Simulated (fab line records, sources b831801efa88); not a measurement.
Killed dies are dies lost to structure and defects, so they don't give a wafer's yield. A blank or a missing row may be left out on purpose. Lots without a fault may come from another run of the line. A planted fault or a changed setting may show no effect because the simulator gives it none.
Which tool did it? | flow sky130 | 12 lots, 36 wafers sampled, at 2 steps of a route of 708

WHAT THE GAUGES READ, wafer by wafer
SKY_VIA2_THK_MEAS_01.
lot  | measured     | on            | VIA2_HDPCVD_THK (nm)
L075 | day 35 05:47 | film_metro-04 | 1205 1167 1169
L077 | day 35 21:41 | film_metro-02 | 1174 1167 1170
L079 | day 36 18:59 | film_metro-02 | 1166 1192 1173
L081 | day 37 05:38 | film_metro-01 | 1207 1206 1233
L082 | day 38 14:58 | film_metro-02 | 1173 1186 1184
L084 | day 38 17:25 | film_metro-02 | 1216 1214 1221
L087 | day 39 03:58 | film_metro-04 | 1194 1208 1197
L089 | day 40 01:19 | film_metro-01 | 1207 1185 1207
L092 | day 40 11:16 | film_metro-02 | 1159 1189 1154
L093 | day 40 18:02 | film_metro-02 | 1182 1201 1201
L095 | day 41 05:05 | film_metro-01 | 1212 1190 1195
L097 | day 41 17:35 | film_metro-02 | 1177 1155 1183

WHICH TOOL RAN EACH LOT (tool, then ch and the chambers of the sampled wafers, then the start)
lot  | SKY_METAL1_METAL_ETCH_19
L075 | rie_metal-03 ch 0, day 32 20:27
L077 | rie_metal-04 ch 0, day 33 11:55
L079 | rie_metal-01 ch 0, day 34 10:38
L081 | rie_metal-04 ch 0,1, day 34 20:38
L082 | rie_metal-03 ch 0,1, day 36 07:50
L084 | rie_metal-03 ch 0,1, day 36 10:11
L087 | rie_metal-04 ch 0,1, day 36 22:38
L089 | rie_metal-04 ch 0,1, day 37 19:05
L092 | rie_metal-01 ch 1, day 38 05:17
L093 | rie_metal-03 ch 0,1, day 38 12:17
L095 | rie_metal-01 ch 1, day 38 23:47
L097 | rie_metal-03 ch 0,1, day 39 14:29
- SKY_METAL1_METAL_ETCH_19: etches the open film in Cl2/BCl3, stops on SiO2, target depth 360 nm, time 78 s.

THE ANSWER, worked out from the rows above alone
Rule: what is usual is taken from the lots themselves. Put in order of their means at a reading, lots are off if they are a third of the lots or fewer, leave a main group of 4 or more, and stand apart from it by a gap of 3 or more times the standard deviation of the main group's means; of several such gaps the widest counts. A main group whose means are all the same, to the digits that the tables above print for the reading, isn't used. A lot without any number at a reading at which 4 lots or more have one is off too. The other lots that the step has rows for count as sound.
No lot is off at any reading shown: from this, nothing can be told.

WHAT THE SIMULATOR HAD PUT IN
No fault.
